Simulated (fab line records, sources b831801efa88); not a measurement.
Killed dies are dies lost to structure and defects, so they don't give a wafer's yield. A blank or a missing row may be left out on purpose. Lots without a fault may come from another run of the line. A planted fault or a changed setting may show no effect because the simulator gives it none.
Chamber matching | flow sky130 | SKY_POLY_CUT_ETCH_10 on rie_diel-04: 4 sister chambers
The step etches BARC in N2/H2, stops on SiO2, time 45.9 s, target depth 60 nm. 18 wafers are shown with their chamber, then 9 later ones without.

WAFERS WITH THEIR CHAMBER
wafer  | chamber | drypump_motor_current_A (A) | throttle_valve_pct (%) | oes_product_au (a.u.)
L079.4 | 3       | 5.9                         | 13.226                 | 0.848
L079.5 | 3       | 5.8                         | 13.237                 | 0.859
L079.6 | 0       | 6.2                         | 13.216                 | 0.851
L083.1 | 0       | 6.2                         | 13.238                 | 0.858
L083.3 | 2       | 6.4                         | 13.234                 | 0.848
L083.4 | 1       | 5.6                         | 13.210                 | 0.854
L084.2 | 1       | 5.6                         | 13.211                 | 0.849
L084.3 | 2       | 6.4                         | 13.230                 | 0.839
L084.6 | 2       | 6.4                         | 13.216                 | 0.860
L086.2 | 2       | 6.4                         | 13.214                 | 0.861
L086.5 | 1       | 5.6                         | 13.219                 | 0.859
L086.6 | 0       | 6.2                         | 13.236                 | 0.851
L087.1 | 0       | 6.2                         | 13.218                 | 0.845
L087.2 | 2       | 6.4                         | 13.224                 | 0.846
L087.4 | 3       | 5.9                         | 13.219                 | 0.853
L088.1 | 1       | 5.6                         | 13.223                 | 0.855
L088.3 | 3       | 5.9                         | 13.219                 | 0.849
L088.6 | 3       | 5.9                         | 13.225                 | 0.848

SIGNATURES (means of the wafers above)
reading                 | chamber 0 | chamber 1 | chamber 2 | chamber 3 | scatter within a chamber
drypump_motor_current_A | 6.200     | 5.600     | 6.400     | 5.880     | 0.0239
throttle_valve_pct      | 13.22700  | 13.21575  | 13.22360  | 13.22520  | 0.00861
oes_product_au          | 0.85125   | 0.85425   | 0.85080   | 0.85140   | 0.00646
Rule: a wafer's distance from a chamber is the root of the sum, over the readings, of the square of ((its reading less the chamber's mean) divided by the reading's scatter). The wafer belongs to the nearest chamber; if the next one is less than 2 further off, it can't be placed. The scatter: the root of (the sum of the squares of (reading less its chamber's mean) over the shown wafers, divided by (wafers less chambers)).

WAFERS WITHOUT THEIR CHAMBER
wafer  | drypump_motor_current_A (A) | throttle_valve_pct (%) | oes_product_au (a.u.)
L090.1 | 6.4                         | 13.225                 | 0.849
L090.4 | 5.8                         | 13.233                 | 0.848
L090.6 | 6.2                         | 13.227                 | 0.845
L094.2 | 6.4                         | 13.208                 | 0.858
L094.3 | 5.6                         | 13.222                 | 0.852
L094.4 | 6.2                         | 13.220                 | 0.851
L096.1 | 6.2                         | 13.214                 | 0.854
L096.2 | 6.4                         | 13.229                 | 0.853
L096.4 | 5.9                         | 13.235                 | 0.855

WHICH CHAMBER EACH WENT THROUGH
wafer  | from the rows above | in truth
L090.1 | 2                   | 2
L090.4 | 3                   | 3
L090.6 | 0                   | 0
L094.2 | 2                   | 2
L094.3 | 1                   | 1
L094.4 | 0                   | 0
L096.1 | 0                   | 0
L096.2 | 2                   | 2
L096.4 | 3                   | 3
Placed correctly: 9 of 9. Can't be placed from these rows: 0. Placed wrongly: 0.
